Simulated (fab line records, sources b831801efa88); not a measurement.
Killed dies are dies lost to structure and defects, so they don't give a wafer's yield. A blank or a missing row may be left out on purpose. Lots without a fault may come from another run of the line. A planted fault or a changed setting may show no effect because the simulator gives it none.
fab line records | flow gf180mcu
record lots=11 wafers=33 last_day=34
route steps=602 shown M1@316 V1@337 M3@425
lots that met no fault: from a run of the same line without faults
start_h: hours from the record's first day to the start of the lot's first wafer shown | wait_h: hours since the lot's step before | " the same as in the row above | L1.1+2: a row that stands for several wafers | - no value, or no start given | * or withheld: withheld | < > ~ a bound
route shown NAME@n: a module of which the file shows steps, and the number in the route of the first | usual: mean/standard deviation of fault-free wafers | same: alike in all rows | chamber/n: place in a boat | sites: the reading at each site | _std_site: their standard deviation | _edge_site: outer sites' mean less inner sites' | radius_mm: how far each site lies from the wafer's centre | mask NAME#n: copy n | behind: the tool/chamber that last shaped the wafer | hold: why the lot was held/for how many hours/how that ended | device: the transistor (n, p or np) that didn't switch | end of line: the same wafers' tests at the end of the route | a step without rows: its recipe alone | killed: dies lost to structure and defects at the first sort, not the wafer's yield | map: a wafer's dies, x killed, . not, _ none there
set.NAME: the setting as run; set.NAME@STEP: as run at that earlier step | model.NAME: the simulator's own value behind a step, which no gauge read
steps of the route over a sample of lots; a table a step, a row a wafer
services: from which hour (start_h, from the record's first day; less than 0 if before it) a tool's chamber was out of use, for how many hours, and why
## steps
# step GF_M1_SPUTTER_01
# recipe material=TiN target_thk_nm=30 power_w=6500 time_s=25 chamber_pressure_pa=0.4
# usual throttle_valve_pct=29.7/1.1
# columns lot.wafer tool chamber start_h wait_h throttle_valve_pct
L456.1 pvd_sputter-02 - 367.61 0.1 29.9
L456.3 " - " " 29.8
L456.6 " - " " 30.2
L458.2 pvd_sputter-02 - 384.95 0.1 30.3
L458.5 " - " " 30.3
L458.6 " - " " 30.2
L460.2 pvd_sputter-04 - 403.18 0.1 28.7
L460.3 " - " " 27.8
L460.4 " - " " 30.3
L463.4 pvd_sputter-02 - 424.65 0.1 29.8
L463.5 " - " " 30.1
L463.6 " - " " 30.0
L464.1 pvd_sputter-04 - 432.85 0.1 30.2
L464.4 " - " " 31.0
L464.6 " - " " 28.5
L466.2 pvd_sputter-04 - 463.98 0.1 28.7
L466.3 " - " " 30.2
L466.4 " - " " 27.6
L469.1 pvd_sputter-03 - 504.85 0.1 31.6
L469.3 " - " " 31.7
L469.4 " - " " 29.6
L470.4 pvd_sputter-04 - 507.98 0.1 27.7
L470.5 " - " " 28.6
L470.6 " - " " 30.4
L476.1 pvd_sputter-03 - 542.91 0.1 32.2
L476.5 " - " " 31.4
L476.6 " - " " 31.5
L478.1 pvd_sputter-04 - 556.13 0.1 28.5
L478.3 " - " " 27.8
L478.6 " - " " 30.2
L479.1 pvd_sputter-02 - 567.58 0.1 28.4
L479.2 " - " " 29.6
L479.3 " - " " 30.1
# step GF_V1_CVD_02
# recipe material=SiO2 target_thk_nm=850 precursor=TEOS temp_c=400 time_s=94.851 rf_w=600
# usual heater_power_w=585/91
# columns lot.wafer tool chamber start_h wait_h heater_power_w
L456.1 pecvd-01 2 391.59 0.1 617
L456.3 " 1 " " 512
L456.6 " 1 " " 555
L458.2 pecvd-02 1 409.24 0.0 706
L458.5 " 1 " " 729
L458.6 " 2 " " 581
L460.2 pecvd-01 0 427.87 0.0 610
L460.3 " 2 " " 691
L460.4 " 2 " " 580
L463.4 pecvd-01 2 450.11 0.1 566
L463.5 " 0 " " 482
L463.6 " 1 " " 444
L464.1 pecvd-02 0 458.17 0.1 714
L464.4 " 0 " " 737
L464.6 " 1 " " 705
L466.2 pecvd-03 0 489.32 0.0 569
L466.3 " 1 " " 494
L466.4 " 2 " " 566
L469.1 pecvd-01 2 529.33 0.1 707
L469.3 " 1 " " 440
L469.4 " 0 " " 469
L470.4 pecvd-02 0 532.27 0.1 773
L470.5 " 2 " " 457
L470.6 " 1 " " 691
L476.1 pecvd-03 1 566.90 0.1 520
L476.5 " 1 " " 582
L476.6 " 0 " " 577
L478.1 pecvd-03 0 578.91 0.1 596
L478.3 " 2 " " 471
L478.6 " 0 " " 456
L479.1 pecvd-01 0 590.22 0.1 531
L479.2 " 2 " " 686
L479.3 " 1 " " 565
# step GF_V1_THK_MEAS_03
# recipe reads=SiO2_of_V1_CVD_02
# usual V1_CVD_02_THK=848/10
# columns lot.wafer tool chamber start_h wait_h V1_CVD_02_THK[nm]
L456.1 film_metro-01 - 391.66 0.0 845
L456.3 " - " " 845
L456.6 " - " " 850
L458.2 film_metro-03 - 409.31 0.0 834
L458.5 " - " " 851
L458.6 " - " " 839
L460.2 film_metro-02 - 427.95 0.0 847
L460.3 " - " " 842
L460.4 " - " " 851
L463.4 film_metro-01 - 450.17 0.0 868
L463.5 " - " " 855
L463.6 " - " " 863
L464.1 film_metro-03 - 458.24 0.0 820
L464.4 " - " " 842
L464.6 " - " " 847
L466.2 film_metro-03 - 489.40 0.0 851
L466.3 " - " " 828
L466.4 " - " " 849
L469.1 film_metro-01 - 529.40 0.0 841
L469.3 " - " " 834
L469.4 " - " " 851
L470.4 film_metro-03 - 532.34 0.0 859
L470.5 " - " " 856
L470.6 " - " " 850
L476.1 film_metro-03 - 566.96 0.0 843
L476.5 " - " " 855
L476.6 " - " " 865
L478.1 film_metro-03 - 578.98 0.0 843
L478.3 " - " " 832
L478.6 " - " " 865
L479.1 film_metro-03 - 590.29 0.0 855
L479.2 " - " " 847
L479.3 " - " " 857
# step GF_M3_METAL_ETCH_16
# recipe chemistry=Cl2/BCl3 mask_material=KrF target_depth_nm=750.8 stop_on=SiO2 pressure_mtorr=8 icp_w=800 bias_w=140 Cl2_flow_sccm=80 bcl3_flow_sccm=40 time_s=125.1
# usual bias_w=140.0/0.4 chamber_pressure_mTorr=8.000/0.0076 drypump_motor_current_A=5.5/0.39 oes_product_au=0.985/0.0057 throttle_valve_pct=28.233/0.0084
# columns lot.wafer tool chamber start_h wait_h bias_w chamber_pressure_mTorr drypump_motor_current_A oes_product_au rf_hours_counter_h throttle_valve_pct
L456.1 rie_metal-03 0 494.64 0.0 139.6 7.990 6.1 0.994 13 28.238
L456.3 " 1 " " 139.6 7.985 6.1 0.985 - 28.231
L456.6 " 1 " " 139.4 8.009 6.1 0.982 - 28.233
L458.2 rie_metal-04 0 511.32 0.0 139.6 7.999 5.4 0.981 2 28.217
L458.5 " 0 " " 140.0 7.997 5.4 0.992 - 28.224
L458.6 " 1 " " 140.3 7.992 5.3 0.984 - 28.231
L460.2 rie_metal-04 0 529.68 0.0 140.1 8.005 5.5 0.984 2 28.225
L460.3 " 1 " " 140.0 8.005 5.3 0.991 - 28.238
L460.4 " 0 " " 140.4 7.995 5.4 0.990 - 28.231
L463.4 rie_metal-03 0 550.12 0.1 140.0 7.993 6.1 0.991 - 28.229
L463.5 " 1 " " 140.5 8.002 6.0 0.984 - 28.239
L463.6 " 0 " " 139.6 7.993 6.1 0.990 - 28.222
L464.1 rie_metal-04 1 558.24 0.0 139.8 7.998 5.3 0.998 13 28.233
L464.4 " 0 " " 140.4 7.999 5.4 0.988 - 28.249
L464.6 " 0 " " 140.4 7.996 5.4 0.984 - 28.237
L466.2 rie_metal-02 1 586.99 0.0 140.0 8.005 4.9 0.983 5 28.238
L466.3 " 0 " " 140.1 8.009 5.2 0.987 - 28.232
L466.4 " 1 " " 140.4 8.005 4.9 0.995 - 28.230
L469.1 rie_metal-04 1 622.93 0.0 139.9 7.998 5.3 0.976 0 28.236
L469.3 " 0 " " 175.2 7.994 5.4 0.988 - 28.214
L469.4 " 1 " " 139.8 8.019 5.3 0.984 - 28.242
L470.4 rie_metal-04 0 624.82 0.1 174.1 7.993 5.4 0.999 - 28.227
L470.5 " 1 " " 140.1 8.003 5.3 0.973 - 28.243
L470.6 " 0 " " 173.8 8.000 5.4 0.992 - 28.217
L476.1 rie_metal-02 1 656.81 0.0 139.8 8.007 4.9 0.981 8 28.229
L476.5 " 1 " " 140.6 8.007 4.9 0.984 - 28.233
L476.6 " 0 " " 140.0 8.002 5.2 0.979 - 28.221
L478.1 rie_metal-03 1 665.38 0.0 139.8 7.991 6.1 0.981 14 28.234
L478.3 " 1 " " 139.2 7.986 6.1 0.986 - 28.225
L478.6 " 1 " " 139.9 8.019 6.1 0.993 - 28.237
L479.1 rie_metal-03 1 678.23 0.0 140.2 7.997 6.1 0.978 14 28.231
L479.2 " 0 " " 139.9 8.002 6.1 0.990 5 28.214
L479.3 " 1 " " 140.0 8.008 6.1 0.981 - 28.246
# step GF_M3_STRIP_17
# recipe chemistry=O2/N2 power_w=1400 pressure_mtorr=1500 platen_temp_c=250 o2_flow_sccm=3000 n2_flow_sccm=300 overash_fraction=0.5
# usual chamber_pressure_mTorr=1500.0/1.3 drypump_motor_current_A=5.7/0.42 heater_power_w=330/32 oes_product_au=0.539/0.0049 strip_time_to_endpoint_s=7.43/0.047
# columns lot.wafer tool chamber start_h wait_h chamber_pressure_mTorr drypump_motor_current_A heater_power_w oes_product_au rf_hours_counter_h strip_time_to_endpoint_s
L456.1 plasma_asher-01 0 494.77 0.1 1498.6 5.7 385 0.537 7 7.35
L456.3 " 0 " " 1499.3 5.7 384 0.540 - 7.45
L456.6 " 0 " " 1498.9 5.7 382 0.540 - 7.42
L458.2 plasma_asher-02 0 511.45 0.1 1499.8 6.2 309 0.541 39 7.39
L458.5 " 0 " " 1499.3 6.3 305 0.531 - 7.44
L458.6 " 1 " " 1499.5 6.4 347 0.541 - 7.43
L460.2 plasma_asher-01 0 529.81 0.1 1500.3 5.7 380 0.542 11 7.50
L460.3 " 1 " " 1499.5 5.5 314 0.543 - 7.50
L460.4 " 0 " " 1499.8 5.7 384 0.549 - 7.47
L463.4 plasma_asher-02 1 550.24 0.1 1501.5 6.4 348 0.542 - 7.32
L463.5 " 0 " " 1501.7 6.3 307 0.542 - 7.45
L463.6 " 1 " " 1499.2 6.3 359 0.536 - 7.31
L464.1 plasma_asher-04 1 558.37 0.1 1498.9 5.3 296 0.538 94 7.39
L464.4 " 1 " " 1500.4 5.3 307 0.533 - 7.42
L464.6 " 1 " " 1499.7 5.4 302 0.535 - 7.42
L466.2 plasma_asher-04 1 587.12 0.1 1501.2 5.3 304 0.536 97 7.43
L466.3 " 1 " " 1501.0 5.3 307 0.541 - 7.43
L466.4 " 0 " " 1500.3 5.2 306 0.535 - 7.44
L469.1 plasma_asher-01 1 623.06 0.1 1500.1 5.5 323 0.548 23 7.53
L469.3 " 0 " " 1501.1 5.7 392 0.527 - 7.25
L469.4 " 1 " " 1499.2 5.5 319 0.534 - 7.49
L470.4 plasma_asher-01 1 624.94 0.1 1502.2 5.5 319 0.527 - 7.24
L470.5 " 1 " " 1499.1 5.5 318 0.541 - 7.52
L470.6 " 0 " " 1498.9 5.7 384 0.519 - 7.23
L476.1 plasma_asher-02 0 656.94 0.1 1498.9 6.3 306 0.543 57 7.49
L476.5 " 0 " " 1499.5 6.3 304 0.540 - 7.51
L476.6 " 1 " " 1500.5 6.4 348 0.534 - 7.47
L478.1 plasma_asher-04 1 665.50 0.1 1501.2 5.3 306 0.535 102 7.46
L478.3 " 1 " " 1500.1 5.4 299 0.543 - 7.47
L478.6 " 0 " " 1500.1 5.2 303 0.541 - 7.42
L479.1 plasma_asher-02 1 678.35 0.1 1500.3 6.4 354 0.534 60 7.45
L479.2 " 0 " " 1498.5 6.3 317 0.544 60 7.39
L479.3 " 0 " " 1501.2 6.2 304 0.533 - 7.44
## services
# columns tool chamber start_h hours kind
pvd_sputter-02 - 347.69 1.7 repair
pecvd-02 - 368.88 14.0 pm
plasma_asher-02 - 383.30 2.8 pm
pvd_sputter-04 - 390.45 0.9 repair
plasma_asher-04 - 391.33 0.7 repair
pvd_sputter-04 - 408.18 2.1 repair
pecvd-02 - 414.79 1.0 repair
plasma_asher-01 - 421.25 9.0 pm
pecvd-02 - 433.11 2.8 pm
plasma_asher-02 - 451.00 2.2 repair
pecvd-03 2 452.68 7.3 repair
plasma_asher-02 - 484.69 14.6 pm
pecvd-01 - 502.79 5.5 pm
plasma_asher-01 - 510.28 2.5 repair
pecvd-02 2 519.29 5.7 repair
rie_metal-03 - 524.24 2.8 pm
pecvd-03 1 534.16 5.3 repair
plasma_asher-02 - 537.68 2.3 repair
pecvd-02 - 541.99 1.1 repair
rie_metal-04 - 544.92 2.8 pm
pvd_sputter-02 - 549.32 2.9 repair
pvd_sputter-04 - 568.94 2.7 repair
rie_metal-03 - 632.69 0.2 repair
pecvd-01 - 648.21 2.8 pm
## key
first_sign step=GF_M3_METAL_ETCH_16 reading=bias_w direction=up sigmas=85 usual=140.0 struck=174.4
effect step=GF_M3_STRIP_17 reading=strip_time_to_endpoint_s direction=down sigmas=4.2 usual=* struck=*
met_at GF_M3_METAL_ETCH_16
struck_lots L469,L470
struck_wafers L469.3,L470.4,L470.6
not_acting_at GF_M1_SPUTTER_01,GF_V1_CVD_02,GF_V1_THK_MEAS_03
onset_between 558.24 622.93
fault kind=process_parameter_drift tool=rie_metal-04 chamber=0 onset_h=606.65 steps=GF_M3_METAL_ETCH_16 channel=bias_w offset=34.877 shape=step end_h=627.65 acts_in=these_recipes_only stated=140
